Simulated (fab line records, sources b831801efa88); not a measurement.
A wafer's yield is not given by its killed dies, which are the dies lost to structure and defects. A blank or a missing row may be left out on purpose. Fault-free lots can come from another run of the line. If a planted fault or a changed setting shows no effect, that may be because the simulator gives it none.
What tool caused it? + flow sky130 + Sampling: 11 lots, 33 wafers, 4 of 708 route steps

## WHAT THE GAUGES READ, wafer by wafer
SKY_VIA4_BOW_MEAS_03. Usual: VIA4_BOW 79 um, standard deviation 9.4.
| lot  | measured     | on            | VIA4_BOW (um) | flag |
|------|--------------|---------------|---------------|------|
| L368 | day 41 15:49 | film metro-04 | 79 73 71      |      |
| L370 | day 42 18:57 | film metro-04 | 76 74 78      |      |
| L371 | day 42 23:15 | film metro-02 | 74 88 90      |      |
| L376 | day 44 12:03 | film metro-03 | 74 62 73      |      |
| L377 | day 44 17:10 | film metro-04 | 71 59 84      |      |
| L379 | day 44 23:30 | film metro-03 | 92 85 89      |      |
| L378 | day 45 00:44 | film metro-04 | 53 87 82      |      |
| L382 | day 45 22:55 | film metro-02 | 73 84 85      |      |
| L384 | day 46 17:18 | film metro-02 | 59 64 60      |      |
| L386 | day 46 18:13 | film metro-03 | 69 87 79      |      |
| L388 | day 47 06:04 | film metro-04 | 69 67 65      |      |

SKY_PASSIVATION_THK_MEAS_01. Usual: PASSIVATION_CVD_00_THK 90.3 nm, standard deviation 1.3.
| lot  | measured     | on            | PASSIVATION_CVD_00_THK (nm) | flag |
|------|--------------|---------------|-----------------------------|------|
| L368 | day 43 16:31 | film metro-01 | 90.2 90.7 91.8              |      |
| L370 | day 44 18:13 | film metro-03 | 91.5 91.3 91.0              |      |
| L371 | day 44 21:54 | film metro-01 | 90.5 91.2 92.1              |      |
| L376 | day 46 08:43 | film metro-04 | 88.2 88.8 90.7              |      |
| L377 | day 46 13:30 | film metro-03 | 91.3 91.4 91.8              |      |
| L379 | day 46 18:58 | film metro-04 | 89.3 91.0 90.9              |      |
| L378 | day 46 21:05 | film metro-03 | 88.9 88.6 89.8              |      |
| L382 | day 47 17:31 | film metro-03 | 90.0 90.3 91.5              |      |
| L384 | day 48 10:34 | film metro-01 | 76.3 75.2 77.5              | OFF  |
| L386 | day 48 10:53 | film metro-04 | 76.6 78.8 77.5              | OFF  |
| L388 | day 48 22:43 | film metro-04 | 90.2 91.5 91.5              |      |

## TOOL THAT RAN EACH LOT (tool first, then ch and the chambers of the sampled wafers, then the start)
| lot  | SKY_METAL4_ETCH_16                | SKY_PASSIVATION_CVD_00          |
|------|-----------------------------------|---------------------------------|
| L368 | rie metal-01 ch 0,1, day 41 14:22 | pecvd-03 ch 0,1, day 43 16:29   |
| L370 | rie metal-01 ch 0,1, day 42 17:25 | pecvd-03 ch 0,1,2, day 44 18:11 |
| L371 | rie metal-01 ch 0,1, day 42 21:49 | pecvd-03 ch 0,1,2, day 44 21:53 |
| L376 | rie metal-01 ch 0,1, day 44 10:34 | pecvd-01 ch 1,2, day 46 08:40   |
| L377 | rie metal-03 ch 0,1, day 44 15:44 | pecvd-03 ch 0,1, day 46 13:27   |
| L379 | rie metal-04 ch 0,1, day 44 22:02 | pecvd-03 ch 0,2, day 46 18:56   |
| L378 | rie metal-04 ch 0,1, day 44 23:18 | pecvd-02 ch 0,2, day 46 21:03   |
| L382 | rie metal-03 ch 0,1, day 45 21:28 | pecvd-01 ch 1,2, day 47 17:29   |
| L384 | rie metal-04 ch 0,1, day 46 15:52 | pecvd-03 ch 1,2, day 48 10:33   |
| L386 | rie metal-03 ch 0,1, day 46 16:31 | pecvd-03 ch 1,2, day 48 10:51   |
| L388 | rie metal-03 ch 0,1, day 47 04:34 | pecvd-01 ch 1,2, day 48 22:41   |
- SKY_METAL4_ETCH_16: etches BARC in N2/H2, stops on SiO2, time 88.2 s, target depth 60 nm.
- SKY_PASSIVATION_CVD_00: deposits SiO2, target thk 90 nm.

## WHAT THE TOOLS THEMSELVES READ (means of the sampled wafers that have a number; where no wafer has one, the mark that the record gives instead)
SKY_METAL4_ETCH_16. Usual: drypump motor current A 5.7 A, standard deviation 0.42; h2 flow sccm 200.0 sccm, standard deviation 0.59; oes product au 0.626 a.u., standard deviation 0.0044; throttle valve pct 13.205 %, standard deviation 0.0088.
| lot  | tool         | drypump motor current A (A) | h2 flow sccm (sccm) | oes product au (a.u.) | throttle valve pct (%) | flag |
|------|--------------|-----------------------------|---------------------|-----------------------|------------------------|------|
| L368 | rie metal-01 | 6.0                         | 200.5               | 0.624                 | 13.215                 |      |
| L370 | rie metal-01 | 6.0                         | 199.1               | 0.627                 | 13.205                 |      |
| L371 | rie metal-01 | 6.0                         | 200.8               | 0.625                 | 13.203                 |      |
| L376 | rie metal-01 | 6.0                         | 200.6               | 0.626                 | 13.207                 |      |
| L377 | rie metal-03 | 5.9                         | 200.6               | 0.630                 | 13.204                 |      |
| L379 | rie metal-04 | 5.7                         | 199.8               | 0.624                 | 13.204                 |      |
| L378 | rie metal-04 | 5.7                         | 199.8               | 0.626                 | 13.206                 |      |
| L382 | rie metal-03 | 5.5                         | 199.8               | 0.626                 | 13.201                 |      |
| L384 | rie metal-04 | 5.5                         | 199.2               | 0.625                 | 13.202                 |      |
| L386 | rie metal-03 | 5.9                         | 199.7               | 0.626                 | 13.196                 |      |
| L388 | rie metal-03 | 5.5                         | 200.7               | 0.629                 | 13.211                 |      |

SKY_PASSIVATION_CVD_00. Usual: 679 W for heater power w, sd 110.
| lot  | tool     | heater power w (W) | flag |
|------|----------|--------------------|------|
| L368 | pecvd-03 | 728                |      |
| L370 | pecvd-03 | 768                |      |
| L371 | pecvd-03 | 738                |      |
| L376 | pecvd-01 | 628                |      |
| L377 | pecvd-03 | 748                |      |
| L379 | pecvd-03 | 763                |      |
| L378 | pecvd-02 | 694                |      |
| L382 | pecvd-01 | 675                |      |
| L384 | pecvd-03 | 745                |      |
| L386 | pecvd-03 | 746                |      |
| L388 | pecvd-01 | 516                |      |

## THE ANSWER, worked out from the rows above alone
Rule: take the mean of a lot's wafers that have a number; if it is more than 3 standard deviations from the usual mean, the lot is off. Also off: a lot with no number at a reading for which 4 or more lots have one. Any other lot the step has rows for is counted as sound. After the gauges, taken in route order, come the tools' own readings; for these a lot's mean is taken, as printed above. The first step at which some lot is off is used, and at that step the reading that is off furthest; a lot without a number counts as furthest.
Off: L384, L386, seen at SKY_PASSIVATION_THK_MEAS_01 (PASSIVATION_CVD_00_THK).
If a tool, at a process step before that reading, ran all the lots that are off and no sound lot after the first of them, it fits. The gauges at SKY_PASSIVATION_THK_MEAS_01 are tried like those tools. One fits: SKY_PASSIVATION_CVD_00 on pecvd-03. A fault onset in the window from L379 (day 46 18:56, its last sound lot) to L384 (day 48 10:33, its first lot off) fits.

## WHAT WAS PUT IN BY THE SIMULATOR
Site profile drift: pecvd-03, from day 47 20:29 on, at SKY_PASSIVATION_CVD_00. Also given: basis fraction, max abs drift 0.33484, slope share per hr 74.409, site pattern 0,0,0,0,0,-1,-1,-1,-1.
Shown lots that were struck: L384, L386. This agrees with what the rule above found.
